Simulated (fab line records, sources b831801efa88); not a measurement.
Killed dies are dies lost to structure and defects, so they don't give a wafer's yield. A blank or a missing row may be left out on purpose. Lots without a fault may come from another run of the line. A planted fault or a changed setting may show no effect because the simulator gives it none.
Which tool did it? | flow sky130 | 11 lots, 33 wafers sampled, at 6 steps of a route of 708

WHAT THE GAUGES READ, wafer by wafer
SKY_SONOS_ONO_THK_MEAS_05.
lot  | measured     | on            | SONOS_ONO_CVD_04_THK (nm)
L491 | day 11 18:07 | film_metro-01 | 5.78 5.80 5.76
L492 | day 12 01:34 | film_metro-03 | 5.80 5.75 5.73
L493 | day 12 10:22 | film_metro-04 | 5.75 5.79 5.77
L496 | day 13 08:44 | film_metro-01 | 5.67 5.62 5.79
L498 | day 13 20:14 | film_metro-01 | 5.68 5.68 5.81
L505 | day 15 23:15 | film_metro-01 | 5.58 5.65 5.64
L506 | day 16 08:59 | film_metro-03 | 5.87 5.82 5.85
L510 | day 17 13:37 | film_metro-04 | 5.81 5.80 5.81
L511 | day 18 01:53 | film_metro-01 | 5.61 5.74 5.64
L512 | day 18 21:47 | film_metro-04 | 5.70 5.72 5.74
L514 | day 19 06:52 | film_metro-01 | 5.50 5.58 5.59

SKY_LDD_HVN_OVL_MEAS_07.
lot  | measured     | on         | LDD_HVN_OVL (nm)
L491 | day 20 15:23 | overlay-01 | 0.6 0.6 0.6
L492 | day 20 19:46 | overlay-02 | -0.8 -0.4 -2.0
L493 | day 21 07:44 | overlay-01 | 0.2 1.1 1.6
L496 | day 22 06:49 | overlay-02 | 0.7 -0.3 -0.1
L498 | day 22 20:20 | overlay-01 | 0.5 -1.1 -0.6
L505 | day 25 05:19 | overlay-02 | - - -
L506 | day 25 21:37 | overlay-01 | -1.3 -1.1 -1.6
L510 | day 26 19:40 | overlay-02 | -0.3 -1.2 -0.1
L511 | day 27 09:11 | overlay-02 | 0.8 -1.7 0.6
L512 | day 28 02:19 | overlay-02 | -0.2 1.2 -1.4
L514 | day 28 10:07 | overlay-01 | -1.4 -2.0 -1.3

SKY_LDD_HVN_TW_MEAS_10.
lot  | measured     | on            | LDD_HVN_TW
L491 | day 20 15:41 | film_metro-03 | 1448 1454 1456
L492 | day 20 20:04 | film_metro-04 | 1439 1434 1438
L493 | day 21 08:01 | film_metro-04 | 1431 1429 1433
L496 | day 22 07:06 | film_metro-02 | 1430 1429 1429
L498 | day 22 20:37 | film_metro-02 | 1437 1432 1436
L505 | day 25 05:37 | film_metro-04 | 30 30 30
L506 | day 25 21:54 | film_metro-02 | 1436 1435 1433
L510 | day 26 19:57 | film_metro-02 | 1440 1439 1430
L511 | day 27 09:28 | film_metro-03 | 1432 1425 1428
L512 | day 28 02:36 | film_metro-04 | 1434 1435 1434
L514 | day 28 10:25 | film_metro-04 | 1435 1438 1432

SKY_LDD_HVP_TW_MEAS_10.
lot  | measured     | on            | LDD_HVP_TW
L491 | day 21 23:37 | film_metro-01 | 457.2 457.4 455.9
L492 | day 22 03:30 | film_metro-02 | 454.0 454.0 454.2
L493 | day 22 15:06 | film_metro-02 | 453.9 454.6 453.9
L496 | day 23 12:42 | film_metro-01 | 455.2 456.0 456.5
L498 | day 24 01:51 | film_metro-04 | 458.2 458.2 455.4
L505 | day 26 11:15 | film_metro-04 | 1437.6 1435.7 1443.4
L506 | day 27 03:23 | film_metro-01 | 453.5 453.5 454.4
L510 | day 28 00:18 | film_metro-04 | 453.5 455.6 453.1
L511 | day 28 13:11 | film_metro-02 | 459.3 458.4 457.4
L512 | day 29 06:06 | film_metro-04 | 460.1 457.9 457.8
L514 | day 29 14:43 | film_metro-02 | 456.6 458.2 456.4

SKY_SD_N_TW_MEAS_12.
lot  | measured     | on            | SD_N_TW
L491 | day 28 07:20 | film_metro-04 | 3972 3980 3986
L492 | day 28 09:19 | film_metro-02 | 3973 3989 3973
L493 | day 28 18:53 | film_metro-02 | 3971 3965 3978
L496 | day 29 16:49 | film_metro-03 | 3972 3977 3970
L498 | day 30 05:31 | film_metro-02 | 4019 4010 4011
L505 | day 32 08:02 | film_metro-04 | 4004 4012 4012
L506 | day 33 03:07 | film_metro-04 | 3974 3968 3972
L510 | day 33 23:35 | film_metro-04 | 3996 4001 3981
L511 | day 34 06:59 | film_metro-02 | 3994 4004 3971
L512 | day 34 22:25 | film_metro-03 | 3982 3966 3965
L514 | day 35 07:22 | film_metro-04 | 3977 4010 3987

WHICH TOOL RAN EACH LOT (tool, then ch and the chambers of the sampled wafers, then the start)
lot  | SKY_LDD_HVN_EXPOSE_04
L491 | iline_stepper-02 ch 0, day 20 00:41
L492 | iline_stepper-01 ch 0, day 20 04:52
L493 | iline_stepper-01 ch 0, day 20 16:17
L496 | iline_stepper-01 ch 0, day 21 14:59
L498 | iline_stepper-01 ch 0, day 22 05:55
L505 | iline_stepper-01 ch 0, day 24 14:17
L506 | iline_stepper-02 ch 0, day 25 06:53
L510 | iline_stepper-02 ch 0, day 26 05:53
L511 | iline_stepper-01 ch 0, day 26 18:41
L512 | iline_stepper-01 ch 0, day 27 12:14
L514 | iline_stepper-01 ch 0, day 27 20:40
- SKY_LDD_HVN_EXPOSE_04: exposes mask HVNTM, target cd 700 nm.

WHAT THE TOOLS THEMSELVES READ (means of the sampled wafers that have a number; where no wafer has one, the mark that the record gives instead)
SKY_LDD_HVN_EXPOSE_04.
lot  | tool             | exposure_dose_mJ_cm2 | stage_vel_mm_s (mm/s)
L491 | iline_stepper-02 | 126.92               | 499.94
L492 | iline_stepper-01 | 126.85               | 500.19
L493 | iline_stepper-01 | 126.83               | 500.04
L496 | iline_stepper-01 | 126.79               | 500.08
L498 | iline_stepper-01 | 127.06               | 499.78
L505 | iline_stepper-01 | 126.79               | 499.63
L506 | iline_stepper-02 | 126.94               | 500.15
L510 | iline_stepper-02 | 127.04               | 499.86
L511 | iline_stepper-01 | 126.97               | 500.05
L512 | iline_stepper-01 | 126.98               | 499.42
L514 | iline_stepper-01 | 126.89               | 500.17

THE ANSWER, worked out from the rows above alone
Rule: what is usual is taken from the lots themselves. Put in order of their means at a reading, lots are off if they are a third of the lots or fewer, leave a main group of 4 or more, and stand apart from it by a gap of 3 or more times the standard deviation of the main group's means; of several such gaps the widest counts. A main group whose means are all the same, to the digits that the tables above print for the reading, isn't used. A lot without any number at a reading at which 4 lots or more have one is off too. The other lots that the step has rows for count as sound. The gauges are gone through in route order, then the tools' own readings, and for those a lot's mean is taken as printed above. The first step at which some lot is off is used, and at that step the reading that is off furthest; a lot without a number counts as furthest.
Off: L505, at SKY_LDD_HVN_OVL_MEAS_07 (LDD_HVN_OVL). Without a number there: L505. The main group: mean -0.3 nm, standard deviation 0.77.
A tool fits if, at a process step before that reading, it ran every lot that is off, and no sound lot after the first of them. The gauges at SKY_LDD_HVN_OVL_MEAS_07 aren't tried: what is off there is off at SKY_LDD_HVN_TW_MEAS_10 too, on other tools, and a gauge's error can't cause that. None of those tried fits.

WHAT THE SIMULATOR HAD PUT IN
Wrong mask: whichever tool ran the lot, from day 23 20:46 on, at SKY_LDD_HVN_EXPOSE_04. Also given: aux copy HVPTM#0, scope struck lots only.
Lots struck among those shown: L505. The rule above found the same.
